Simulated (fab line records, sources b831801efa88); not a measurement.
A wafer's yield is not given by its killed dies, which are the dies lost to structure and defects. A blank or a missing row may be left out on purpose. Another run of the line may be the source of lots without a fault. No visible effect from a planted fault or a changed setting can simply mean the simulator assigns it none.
Which tool did it? | flow gf180mcu | 18 wafers from 6 lots sampled at 3 of the route's 602 steps

## WHAT EACH GAUGE READ, for each wafer
GF_V5_THK_MEAS_03.
lot  | measured     | on           | V5_CVD_02_THK (nm)
L989 | day 26 16:32 | filmMetro-03 | 1425 1464 1451
L991 | day 27 10:00 | filmMetro-02 | 1444 1467 1481
L102 | day 30 17:30 | filmMetro-03 | 1450 785 780 1449 785 780
L106 | day 31 17:01 | filmMetro-03 | 1429 1458 1472
L109 | day 32 08:35 | filmMetro-04 | 1454 1468 1453
L111 | day 33 00:52 | filmMetro-02 | 1443 1440 1451

## EACH LOT AND THE TOOL THAT RAN IT (in order: tool; ch and the chambers of the sampled wafers; start)
lot  | GF_MIM_SPUTTER_09           | GF_V5_CVD_02
L989 | pvdSputter-04, day 24 20:34 | pecvd-04 ch 0,1, day 26 16:25
L991 | pvdSputter-01, day 25 15:00 | pecvd-02 ch 0,2, day 27 09:53
L102 | pvdSputter-04, day 29 02:56 | pecvd-01 ch 0,1,2, day 30 17:22
L106 | pvdSputter-02, day 30 04:34 | pecvd-02 ch 0,2, day 31 16:52
L109 | pvdSputter-02, day 30 20:17 | pecvd-04 ch 0,1, day 32 08:28
L111 | pvdSputter-02, day 31 15:14 | pecvd-04 ch 0,1,2, day 33 00:45
- GF_MIM_SPUTTER_09: material TiN, target thk 35 nm, time 29.2 s.
- GF_V5_CVD_02: deposits SiO2 from TEOS, target thk 1450 nm, time 163.28 s.

## THE ANSWER, worked out from the rows above alone
Rule: the lots themselves supply what counts as usual. The widest of any qualifying gaps counts: lots, ordered by their means at a reading, are off when they make up no more than a third of the lots, leave a main group of 4 or more, and stand apart from it by 3 or more times the standard deviation of that group's means. A main group is skipped when, at the precision printed for the reading in the tables above, its means are all equal. Also off: a lot with no number at a reading for which 4 or more lots have one. Any other lot the step has rows for is counted as sound.
Off: L102, at GF_V5_THK_MEAS_03 (V5_CVD_02_THK). Main group: mean 1453 nm, sd 7.2.
A tool fits if, at a process step before that reading, it ran every lot that is off, and no sound lot after the first of them. The gauges at GF_V5_THK_MEAS_03 are tried like those tools. This does not decide it: 2 tools fit, namely pvdSputter-04 at GF_MIM_SPUTTER_09 and pecvd-01 at GF_V5_CVD_02.

## WHAT THE SIMULATOR HAD PUT IN
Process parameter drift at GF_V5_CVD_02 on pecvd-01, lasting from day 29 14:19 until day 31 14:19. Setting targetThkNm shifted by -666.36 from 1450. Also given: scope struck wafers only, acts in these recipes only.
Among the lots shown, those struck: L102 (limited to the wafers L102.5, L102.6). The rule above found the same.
